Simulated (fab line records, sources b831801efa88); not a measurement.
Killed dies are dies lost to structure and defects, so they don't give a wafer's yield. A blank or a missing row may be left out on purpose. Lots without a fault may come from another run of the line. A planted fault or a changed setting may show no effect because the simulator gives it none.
Split-lot experiment | flow gf180mcu | 5 lots, 23 wafers read, on a route of 602 steps

THE SPLIT
At GF_V4_CVD_00 (deposits SiO2, target thk 600 nm, time 100 s), the setting sih4_flow_sccm was moved away from the recipe's 60 sccm on 9 of the 23 wafers read, by -13.2% to +9.4%. The other wafers ran this setting at the recipe's value.

The file shows no step between the split and the reading.

THE READING
V4_CVD_00_THK, in nm, at GF_V4_THK_MEAS_01. Fault-free wafers of this fab line usually give 599 nm, standard deviation 5.2 nm.

wafer  | tool, chamber at the split | sih4_flow_sccm as run, sccm | against the recipe | V4_CVD_00_THK, nm | against lot-mates on the recipe
L074.1 | hdpcvd-02, 0               | 60                          | recipe             | 600               | -
L074.2 | hdpcvd-02, 1               | 56.4                        | -6.0%              | 560               | -34
L074.4 | hdpcvd-02, 2               | 56.4                        | -6.0%              | 559               | -35
L074.5 | hdpcvd-02, 1               | 60                          | recipe             | 588               | -
L074.6 | hdpcvd-02, 0               | 56.4                        | -6.0%              | 564               | -30
L075.1 | hdpcvd-01, 1               | 60                          | recipe             | 611               | -
L075.5 | hdpcvd-01, 0               | 60                          | recipe             | 602               | -
L075.6 | hdpcvd-01, 1               | 60                          | recipe             | 604               | -
L078.1 | hdpcvd-02, 1               | 56.05                       | -6.6%              | 559               | -45
L078.3 | hdpcvd-02, 2               | 60                          | recipe             | 599               | -
L078.4 | hdpcvd-02, 1               | 56.05                       | -6.6%              | 563               | -41
L078.5 | hdpcvd-02, 2               | 60                          | recipe             | 606               | -
L078.6 | hdpcvd-02, 0               | 60                          | recipe             | 608               | -
L079.1 | hdpcvd-01, 0               | 60                          | recipe             | 596               | -
L079.3 | hdpcvd-01, 2               | 65.63                       | +9.4%              | 653               | +55
L079.4 | hdpcvd-01, 2               | 65.63                       | +9.4%              | 662               | +64
L079.5 | hdpcvd-01, 1               | 60                          | recipe             | 604               | -
L079.6 | hdpcvd-01, 0               | 60                          | recipe             | 594               | -
L085.1 | hdpcvd-02, 0               | 60                          | recipe             | 606               | -
L085.3 | hdpcvd-02, 2               | 52.11                       | -13.2%             | 520               | -80
L085.4 | hdpcvd-02, 2               | 60                          | recipe             | 593               | -
L085.5 | hdpcvd-02, 1               | 52.11                       | -13.2%             | 515               | -85
L085.6 | hdpcvd-02, 0               | 60                          | recipe             | 601               | -

THE FIT
A straight line over all 23 wafers: V4_CVD_00_THK changes by +6.25 nm for each +1% of sih4_flow_sccm; r = +0.99; the points scatter about the line by 5.5 nm.
The same after taking each lot's own level away (the mean of its wafers on the recipe; 23 wafers): +6.23 nm for each +1%; r = +0.99; scatter 4.6 nm.
On that fit, the largest move of sih4_flow_sccm shifts the reading by 82 nm.
The lots' own levels span 594.0 to 605.7 nm, that is 2.2 times the standard deviation above.
So the lot-to-lot level changes the slope little: the two slopes agree.
Check: with one of the wafers moved furthest among these (-13.2%) left out of the fit, the line predicts -82.1 nm for it against its lot-mates. It came out at -80 nm against them.

OTHER SPLITS ON THESE WAFERS
These wafers also went through other splits before the reading. Each is held against what the fit with the lots' levels taken away leaves over:
other split on the same wafers       | wafers away from the commonest value | r with V4_CVD_00_THK (lot level and that fit taken away)
GF_M4_SPUTTER_02 chamber_pressure_pa | 18                                   | -0.21
GF_M4_PEB_12 peb_temp_c              | 9                                    | +0.29

THE WHOLE CHAIN: every reading that the file lists as answering this split, in the file's order
step              | what it does                                 | reading                                                                   | change (the file's fit)              | r (the file's)
GF_V4_CVD_00      | deposits SiO2, target thk 600 nm, time 100 s | SiO2_of_V4_CVD_00.thk_nm (the simulator's own value, which no gauge read) | +6.28 nm for each +1% of the setting | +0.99
GF_V4_THK_MEAS_01 |                                              | V4_CVD_00_THK                                                             | +6.23 for each +1% of the setting    | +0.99

THE FILE'S OWN FIT
V4_CVD_00_THK changes by +6.23 nm for each +1% of sih4_flow_sccm, r = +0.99.
